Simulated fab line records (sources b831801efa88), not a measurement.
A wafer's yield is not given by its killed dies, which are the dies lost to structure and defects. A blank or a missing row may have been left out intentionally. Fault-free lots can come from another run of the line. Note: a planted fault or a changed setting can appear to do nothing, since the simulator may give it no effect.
Chamber matching / flow gf180mcu / rie-diel-04 running GF_PASSIVATION_ETCH_11: 4 sister chambers
The step etches the open film in CF4/O2, stops on TiN, target depth 1800 nm, time 390.4 s. 14 wafers are shown with their chamber, then 7 later ones without.

WAFERS, EACH WITH ITS CHAMBER
wafer=L793.1; chamber=1; drypump-motor-current-A (A)=5.5; throttle-valve-pct (%)=5.956; oes-product-au (a.u.)=0.973
wafer=L793.2; chamber=0; drypump-motor-current-A (A)=5.8; throttle-valve-pct (%)=5.955; oes-product-au (a.u.)=0.962
wafer=L793.5; chamber=2; drypump-motor-current-A (A)=6.5; throttle-valve-pct (%)=5.972; oes-product-au (a.u.)=0.978
wafer=L795.1; chamber=0; drypump-motor-current-A (A)=5.8; throttle-valve-pct (%)=5.956; oes-product-au (a.u.)=0.976
wafer=L795.3; chamber=2; drypump-motor-current-A (A)=6.5; throttle-valve-pct (%)=5.966; oes-product-au (a.u.)=0.973
wafer=L795.5; chamber=3; drypump-motor-current-A (A)=5.3; throttle-valve-pct (%)=5.964; oes-product-au (a.u.)=0.977
wafer=L796.2; chamber=1; drypump-motor-current-A (A)=5.6; throttle-valve-pct (%)=5.971; oes-product-au (a.u.)=0.967
wafer=L796.3; chamber=3; drypump-motor-current-A (A)=5.3; throttle-valve-pct (%)=5.959; oes-product-au (a.u.)=0.979
wafer=L796.5; chamber=0; drypump-motor-current-A (A)=5.9; throttle-valve-pct (%)=5.964; oes-product-au (a.u.)=0.980
wafer=L797.1; chamber=2; drypump-motor-current-A (A)=6.5; throttle-valve-pct (%)=5.967; oes-product-au (a.u.)=0.976
wafer=L797.3; chamber=3; drypump-motor-current-A (A)=5.3; throttle-valve-pct (%)=5.970; oes-product-au (a.u.)=0.969
wafer=L797.6; chamber=1; drypump-motor-current-A (A)=5.5; throttle-valve-pct (%)=5.954; oes-product-au (a.u.)=0.982
wafer=L808.2; chamber=3; drypump-motor-current-A (A)=5.3; throttle-valve-pct (%)=5.956; oes-product-au (a.u.)=0.979
wafer=L808.3; chamber=2; drypump-motor-current-A (A)=6.5; throttle-valve-pct (%)=5.949; oes-product-au (a.u.)=0.970

SIGNATURES (means of the wafers above)
reading=drypump-motor-current-A; chamber 0=5.833; chamber 1=5.533; chamber 2=6.500; chamber 3=5.300; scatter within a chamber=0.0365
reading=throttle-valve-pct; chamber 0=5.95833; chamber 1=5.96033; chamber 2=5.96350; chamber 3=5.96225; scatter within a chamber=0.00797
reading=oes-product-au; chamber 0=0.97267; chamber 1=0.97400; chamber 2=0.97425; chamber 3=0.97600; scatter within a chamber=0.0063
Rule: distance of a wafer from a chamber = root of the sum over the readings of ((wafer's reading minus chamber's mean) / reading's scatter) squared. The wafer belongs to the nearest chamber; if the next one is less than 2 further off, it can't be placed. How the scatter is found: for the shown wafers, subtract from each reading the mean of its chamber, square and add these, divide the total by (wafers less chambers), then take the root.

WAFERS WITHOUT THEIR CHAMBER
wafer=L808.6; drypump-motor-current-A (A)=5.6; throttle-valve-pct (%)=5.957; oes-product-au (a.u.)=0.980
wafer=L809.3; drypump-motor-current-A (A)=5.3; throttle-valve-pct (%)=5.969; oes-product-au (a.u.)=0.984
wafer=L809.5; drypump-motor-current-A (A)=6.5; throttle-valve-pct (%)=5.960; oes-product-au (a.u.)=0.976
wafer=L809.6; drypump-motor-current-A (A)=5.6; throttle-valve-pct (%)=5.974; oes-product-au (a.u.)=0.982
wafer=L811.1; drypump-motor-current-A (A)=5.3; throttle-valve-pct (%)=5.973; oes-product-au (a.u.)=0.964
wafer=L811.5; drypump-motor-current-A (A)=6.5; throttle-valve-pct (%)=5.976; oes-product-au (a.u.)=0.984
wafer=L811.6; drypump-motor-current-A (A)=5.3; throttle-valve-pct (%)=5.963; oes-product-au (a.u.)=0.982

CHAMBER TAKEN BY EACH
wafer=L808.6; from the rows above=1; in truth=1
wafer=L809.3; from the rows above=3; in truth=3
wafer=L809.5; from the rows above=2; in truth=2
wafer=L809.6; from the rows above=1; in truth=1
wafer=L811.1; from the rows above=3; in truth=3
wafer=L811.5; from the rows above=2; in truth=2
wafer=L811.6; from the rows above=3; in truth=3
Placed correctly: 7 of 7. From these rows, 0 cannot be placed. Wrongly placed: 0.
